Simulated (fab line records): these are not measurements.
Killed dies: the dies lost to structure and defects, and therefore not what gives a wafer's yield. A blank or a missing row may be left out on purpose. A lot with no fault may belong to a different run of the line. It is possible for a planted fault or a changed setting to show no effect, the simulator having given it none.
2 desks, one fault ; flow gf180mcu ; each desk has only its own numbers; what lay behind them comes last

== THE METROLOGY DESK ==
What the gauges read for every lot (on any tool): the sampled wafers with a number, averaged. Marked OUT: a lot whose mean sits more than 4 standard deviations from the usual mean, which makes it out of limits; the brackets give that distance.
Columns: A = cd_nm at GF_M4_CD_MEAS_14, usual 280.3 nm; B = M4_OVL at GF_M4_OVL_MEAS_15, usual 2 nm; C = V4_CVD_00_THK at GF_V4_THK_MEAS_01, usual 601 nm; D = V4_CVD_02_THK at GF_V4_THK_MEAS_03, usual 845 nm
lot;first seen here;A;B;C;D
L446;day 23 22:43;281.2;8;607;845
L450;day 25 08:46;278.6;6;597;842
L455;day 27 11:03;280.5;0;596;888
L456;day 27 16:03;280.2;5;605;872
L466;day 30 08:04;279.8;0;604;842
L467;day 30 16:31;281.0;-2;599;845
This desk found nothing out of limits on any of the 6 lots.

== THE TOOL OWNER'S DESK: pecvd-02 ==
The tool's own readings at GF_V4_CVD_02 (deposits SiO2 from TEOS, target thk 850 nm, time 94.851 s): means of the sampled wafers that have a number, for each lot that ran on this tool. Marked OUT: a lot whose mean sits more than 4 standard deviations from the usual mean, which makes it out of limits; the brackets give that distance.
Columns: A = heater_power_w at GF_V4_CVD_02, usual 651 W; B = rf_fwd_power_W at GF_V4_CVD_02, usual 595.9 W; C = susceptor_temp_C at GF_V4_CVD_02, usual 400.00 C
lot;first seen here;A;B;C
L450;day 25 09:43;702;596.4;399.89
L455;day 27 11:59;684;693.1 (+44) OUT;400.20
L456;day 27 16:59;650;688.8 (+42) OUT;399.98
L466;day 30 09:08;662;596.1;399.77
L467;day 30 17:28;667;595.6;399.81
This desk finds L455, L456 out of limits, L455 being first, at day 27 11:59 (rf_fwd_power_W at GF_V4_CVD_02). L450, L466, L467: within limits.

== PUT TOGETHER ==
The tool owner's desk could have raised an alarm at day 27 11:59, on L455, L456.
Nothing out of limits was seen by the metrology desk.
The metrology desk holds a record of L455, L456, inside its limits.
All the named lots went through GF_V4_CVD_02 on pecvd-02.

== WHAT THE SIMULATOR HAD PUT IN ==
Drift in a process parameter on pecvd-02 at GF_V4_CVD_02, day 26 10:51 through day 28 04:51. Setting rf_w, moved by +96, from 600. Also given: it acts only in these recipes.
Struck lots among those shown: L455, L456.
Each desk's first reading out of limits, in hours after the fault started: the tool owner's desk, 25.
